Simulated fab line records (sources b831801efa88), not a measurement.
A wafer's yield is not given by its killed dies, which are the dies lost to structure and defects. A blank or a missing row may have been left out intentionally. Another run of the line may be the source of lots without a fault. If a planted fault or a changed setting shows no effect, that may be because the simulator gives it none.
A struck lot beside a sound one -- flow sky130 -- 33 out of 708 route steps
Sound: the wafers L474.3, L474.5, L474.6. Struck: wafer L470.5 (L470.1, L470.2, from the same lot, were not struck and are left out); the cause is given at the end.
Each step with rows lists, per side, the tool, then ch with its chambers, then its first start. Under that, the readings that differ: sound wafers -- struck wafers -- difference of the means -- sigmas: that difference in standard deviations of wafers without a fault.
alike: same words and numbers on both sides, and readings whose means sit less than 2 such deviations apart. not compared: any withheld reading, any reading some wafer has no value for, any bound like >300 that may hide the same value, and any number with overlapping values for which the record gives no deviation.
A row with sigmas, a row that says differs or no value, or rows on one side alone: a step with any of these is where the two part. When numbers do not overlap yet have no deviation, they are printed without sigmas and do not part them. A reading that every wafer of one side lacks parts them only if that side has two wafers or more.

first, 8 steps without rows for these wafers: SKY_VIA1_ETCH_14 (etches BARC in N2/H2, stops on SiO2, time 45.9 s, target depth 60 nm); SKY_VIA1_ETCH_15 (etches SiO2 in C4F8/O2/Ar, stops on TiN, target depth 351 nm, time 54 s); SKY_VIA1_STRIP_16 (strips in O2/N2); SKY_VIA1_STRIP_17 (strips in post etch residue remover, time 1200 s); SKY_VIA1_CLEAN_18 (cleans in IPA, time 180 s); SKY_VIA1_CLEAN_19 (cleans in O3/DIW); SKY_VIA1_SPUTTER_20 (material TiN, target thk 20 nm, time 80 s); SKY_VIA1_CVD_21 (deposits W, target thk 270 nm, time 80.902 s).
SKY_VIA1_CMP_24: polishes, stops on SiO2, t overpolish 15 s, target thk 0 nm.
  sound on cmp-02 ch 0,1,3, day 38 05:52; struck on cmp-01 ch 0, day 37 06:11
reading,sound,struck,difference,sigmas
motor-current-A (A),9.1 10.9 11.1,14.2,+3.8,+3
  alike: overpolish-run-s, time-to-endpoint-s
then, 23 steps without rows for these wafers: SKY_METAL2_SPUTTER_00 (material Ti, target thk 15 nm, time 10 s); SKY_METAL2_SPUTTER_01 (material TiN, target thk 20 nm, time 16.7 s); SKY_METAL2_SPUTTER_02 (material AlCu, target thk 250 nm, time 13.3 s); SKY_METAL2_SPUTTER_03 (material Ti, target thk 5 nm, time 3.3 s); SKY_METAL2_SPUTTER_04 (material TiN, target thk 70 nm, time 58.3 s); SKY_METAL2_DEHYDRATE_07 (time 60 s); SKY_METAL2_HMDS_08 (prime time 60 s); SKY_METAL2_COAT_09 (resist thk 60 nm); SKY_METAL2_COAT_10 (resist thk 450 nm); SKY_METAL2_SOFTBAKE_11 (time 90 s); SKY_METAL2_EXPOSE_12 (exposes mask MM2, target cd 140 nm); SKY_METAL2_PEB_13; SKY_METAL2_DEVELOP_14 (develop time 60 s); SKY_METAL2_DESCUM_17 (chemistry O2, time 8 s); SKY_METAL2_ETCH_18 (etches BARC in N2/H2, stops on SiO2, time 45.9 s, target depth 60 nm); SKY_METAL2_METAL_ETCH_19 (etches the open film in Cl2/BCl3, stops on SiO2, target depth 360 nm, time 78 s); SKY_METAL2_STRIP_20 (strips in O2/N2); SKY_METAL2_STRIP_21 (strips in post etch residue remover, time 1200 s); SKY_METAL2_CLEAN_22 (cleans in IPA, time 180 s); SKY_METAL2_CLEAN_23 (cleans in O3/DIW); SKY_VIA2_HDPCVD_00 (deposits SiO2, target thk 1180 nm, time 196.7 s); SKY_VIA2_CMP_02 (polishes SiO2); SKY_VIA2_DEHYDRATE_04 (time 60 s).
-- the record jumps here: 11 days lie between the struck wafers' starts before and after (it left off in module VIA2 and takes up again in module PAD_OPEN, whose first step shown is number 708 of the route) --
SKY_PAD_OPEN_PROBE_99:
  sound: prober-02 at day 49 01:35; struck: prober-02 at day 48 08:43
reading,sound,struck,difference,sigmas
defect-limited-yield (%),83.3 81.1 81.3,27.8,-54.1,-26
killed_at_M0_to_M3,47 48 46,330,+283,+43
killed-dies,82 93 92,355,+266,+27
killed-on-rim,19 13 24,64,+45,+12
killed-open,44 58 47,24,-26,-4
killed-short,38 35 45,22,-17,-3
sort_bin_3_pad_short (%),1.2 1.2 1.4,5.5,+4.2,+9
sort_bin_5_function (%),8.7 10.0 9.8,49.8,+40.3,+29
sort_bin_6_memory (%),6.7 7.7 7.5,16.9,+9.6,+8
sort-n-pass,410 399 400,137,-266,-27
sort-yield-pct (%),83.3 81.1 81.3,27.8,-54.1,-26
model.etest.tester.sort-n-pass,410 399 400,137,-266,
model.etest.tester.sort-yield-pct (%),83.33 81.1 81.3,27.85,-54.06,
model.etest.tester.sort_bin_5_pct (%),8.74 9.959 9.756,49.8,+40.3,
model.etest.tester.sort_bin_6_pct (%),6.707 7.724 7.52,16.87,+9.55,
model.etest.tester.sort_bin_3_pct (%),1.22 1.22 1.423,5.488,+4.200,
  alike: killed_at_M4_up, killed-at-contacts, killed-at-front-end, killed-at-other

== WHERE THEY PART ==
At SKY_VIA1_CMP_24 first; at SKY_PAD_OPEN_PROBE_99 last (within this record only).

WHY: whatever the simulator had introduced
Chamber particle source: cmp-01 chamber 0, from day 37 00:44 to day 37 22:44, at SKY_VIA1_CMP_24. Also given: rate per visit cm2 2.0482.
